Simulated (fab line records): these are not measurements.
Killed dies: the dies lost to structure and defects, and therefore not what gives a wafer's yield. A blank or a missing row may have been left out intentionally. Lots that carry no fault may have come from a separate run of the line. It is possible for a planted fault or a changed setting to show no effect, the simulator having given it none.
What tool caused it? -- flow gf180mcu -- 13 lots, 39 wafers sampled, at 5 steps of a route of 602

WHAT EACH GAUGE READ, for each wafer
GF_VT_IMPLANT_OVL_MEAS_18. Usual: VT_IMPLANT_01_OVL typically reads -0.4 nm, with standard deviation 1.3.
lot,measured,on,VT_IMPLANT_01_OVL (nm),flag
L659,day 6 10:54,overlay-01,0.4 1.9 0.6,
L664,day 7 14:02,overlay-02,-1.1 -0.9 -0.3,
L666,day 8 01:42,overlay-02,1.4 0.6 0.2,
L668,day 8 15:43,overlay-02,2.6 1.4 -1.4,
L671,day 9 10:25,overlay-02,-2.1 -0.5 -1.0,
L672,day 9 19:24,overlay-02,0.7 0.0 0.9,
L673,day 9 22:21,overlay-02,-1.3 -0.3 1.5,
L676,day 10 17:37,overlay-02,0.4 -0.6 -1.1,
L678,day 11 04:40,overlay-02,-0.4 -1.1 -2.2,
L679,day 11 11:36,overlay-02,1.3 0.1 -0.1,
L680,day 11 19:01,overlay-01,0.1 -1.0 -1.0,
L681,day 11 23:53,overlay-02,0.0 -0.6 -1.8,
L682,day 12 07:12,overlay-02,1.3 1.5 1.3,

GF_V1_RS_MEAS_24: the measuring method here is four-point-probe. Usual: V1_W_RS typically reads 0.330 ohm/sq, with standard deviation 0.0035.
lot,measured,on,V1_W_RS (ohm/sq),flag
L659,day 18 13:02,filmMetro-04,0.327 0.327 0.328,
L664,day 20 00:55,filmMetro-01,0.331 0.334 0.331,
L666,day 20 22:29,filmMetro-03,0.337 0.331 0.330,
L668,day 21 13:17,filmMetro-03,0.331 0.330 0.330,
L671,day 22 14:07,filmMetro-04,0.327 0.339 0.332,
L672,day 23 04:16,filmMetro-04,0.332 0.334 0.324,
L673,day 23 11:51,filmMetro-03,0.327 0.323 0.328,
L676,day 24 09:43,filmMetro-04,0.330 0.328 0.327,
L678,day 24 21:13,filmMetro-03,0.332 0.326 0.335,
L679,day 25 06:04,filmMetro-01,0.333 0.332 0.331,
L680,day 25 16:55,filmMetro-04,0.331 0.327 0.333,
L681,day 25 18:58,filmMetro-01,0.330 0.331 0.335,
L682,day 26 02:24,filmMetro-01,0.331 0.324 0.325,

EACH LOT AND THE TOOL THAT RAN IT (in order: tool; ch and the chambers of the sampled wafers; start)
lot,GF_SAB_COAT_04,GF_SAB_STRIP_13,GF_M1_SPUTTER_01
L659,"lithoTrack-04 ch 0, day 14 22:25","plasmaAsher-02 ch 0,1, day 15 09:56","pvdSputter-03, day 16 11:38"
L664,"lithoTrack-01 ch 0, day 16 08:38","plasmaAsher-01 ch 0,1, day 16 19:47","pvdSputter-02, day 17 21:11"
L666,"lithoTrack-04 ch 0, day 17 05:31","plasmaAsher-02 ch 0,1, day 17 17:11","pvdSputter-04, day 18 19:41"
L668,"lithoTrack-03 ch 0, day 17 19:22","plasmaAsher-04 ch 0,1, day 18 08:02","pvdSputter-04, day 19 10:50"
L671,"lithoTrack-04 ch 0, day 18 21:55","plasmaAsher-02 ch 0, day 19 10:21","pvdSputter-02, day 20 13:10"
L672,"lithoTrack-04 ch 0, day 19 12:10","plasmaAsher-02 ch 0,1, day 20 01:00","pvdSputter-02, day 21 04:10"
L673,"lithoTrack-04 ch 0, day 19 19:43","plasmaAsher-01 ch 0,1, day 20 08:48","pvdSputter-04, day 21 11:31"
L676,"lithoTrack-03 ch 0, day 20 19:23","plasmaAsher-02 ch 0,1, day 21 08:07","pvdSputter-02, day 22 10:17"
L678,"lithoTrack-03 ch 0, day 21 08:11","plasmaAsher-02 ch 0,1, day 21 20:18","pvdSputter-04, day 22 22:35"
L679,"lithoTrack-01 ch 0, day 21 17:02","plasmaAsher-04 ch 0,1, day 22 05:30","pvdSputter-04, day 23 07:24"
L680,"lithoTrack-01 ch 0, day 22 05:26","plasmaAsher-02 ch 0,1, day 22 17:06","pvdSputter-04, day 23 18:47"
L681,"lithoTrack-01 ch 0, day 22 09:05","plasmaAsher-01 ch 0,1, day 22 20:46","pvdSputter-04, day 23 21:43"
L682,"lithoTrack-01 ch 0, day 22 16:14","plasmaAsher-02 ch 0,1, day 23 04:02","pvdSputter-03, day 24 05:17"
- GF_SAB_COAT_04: resist thk 1000 nm.
- GF_SAB_STRIP_13: strips in O2/N2.
- GF_M1_SPUTTER_01: material TiN, target thk 30 nm, time 25 s.

WHAT THE TOOLS THEMSELVES READ (means of the sampled wafers that have a number; where no wafer has one, the mark that the record gives instead)
GF_SAB_STRIP_13. Usual: chamberPressureMTorr 1500.1 mTorr, standard deviation 1.3; drypumpMotorCurrentA 5.8 A, standard deviation 0.4; heaterPowerW 332 W, standard deviation 34; oesProductAu 0.709 a.u., standard deviation 0.0049; stripTimeToEndpointS 12.61 s, standard deviation 0.033.
lot,tool,chamberPressureMTorr (mTorr),drypumpMotorCurrentA (A),heaterPowerW (W),oesProductAu (a.u.),stripTimeToEndpointS (s),flag
L659,plasmaAsher-02,1498.9,5.5,366,0.711,12.59,
L664,plasmaAsher-01,1500.4,6.2,297,0.705,12.64,
L666,plasmaAsher-02,1500.3,5.7,359,0.708,12.63,
L668,plasmaAsher-04,1500.5,5.6,286,0.708,12.61,
L671,plasmaAsher-02,1498.7,6.0,354,0.704,12.58,
L672,plasmaAsher-02,1500.6,5.7,359,0.715,13.05,OFF
L673,plasmaAsher-01,1499.0,6.0,315,0.708,12.72,OFF
L676,plasmaAsher-02,1501.3,5.5,364,0.710,12.60,
L678,plasmaAsher-02,1498.8,5.5,356,0.711,12.62,
L679,plasmaAsher-04,1499.8,5.5,285,0.706,12.61,
L680,plasmaAsher-02,1499.7,5.5,363,0.706,12.60,
L681,plasmaAsher-01,1501.0,6.0,318,0.710,12.65,
L682,plasmaAsher-02,1499.7,5.5,363,0.704,12.57,

GF_M1_SPUTTER_01. Usual: throttleValvePct at 30.3 %, with a standard deviation of 0.73.
lot,tool,throttleValvePct (%),flag
L659,pvdSputter-03,29.6,
L664,pvdSputter-02,30.8,
L666,pvdSputter-04,30.2,
L668,pvdSputter-04,30.4,
L671,pvdSputter-02,30.5,
L672,pvdSputter-02,30.7,
L673,pvdSputter-04,29.9,
L676,pvdSputter-02,30.7,
L678,pvdSputter-04,29.8,
L679,pvdSputter-04,30.2,
L680,pvdSputter-04,30.1,
L681,pvdSputter-04,30.3,
L682,pvdSputter-03,30.2,

THE ANSWER, worked out from the rows above alone
Rule: lot off if the mean of its wafers having a number is beyond 3 standard deviations from the usual mean. A lot without any number at a reading at which 4 lots or more have one is off too. Any other lot the step has rows for is counted as sound. After the gauges, taken in route order, come the tools' own readings; for these a lot's mean is taken, as printed above. At the first step where some lot is off, the reading lying furthest off is the one used; lots without a number count as furthest.
Off at GF_SAB_STRIP_13 (stripTimeToEndpointS): L672, L673.
A tool fits if, at that step or a process step before it, it ran every lot that is off, and no sound lot after the first of them. One fits: lithoTrack-04 at GF_SAB_COAT_04. A fault onset in the window from L671 (day 18 21:55, its last sound lot) to L672 (day 19 12:10, its first lot off) fits.

WHAT WAS PUT IN BY THE SIMULATOR
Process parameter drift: lithoTrack-04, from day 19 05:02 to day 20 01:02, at GF_SAB_COAT_04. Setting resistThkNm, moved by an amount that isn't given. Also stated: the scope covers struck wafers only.
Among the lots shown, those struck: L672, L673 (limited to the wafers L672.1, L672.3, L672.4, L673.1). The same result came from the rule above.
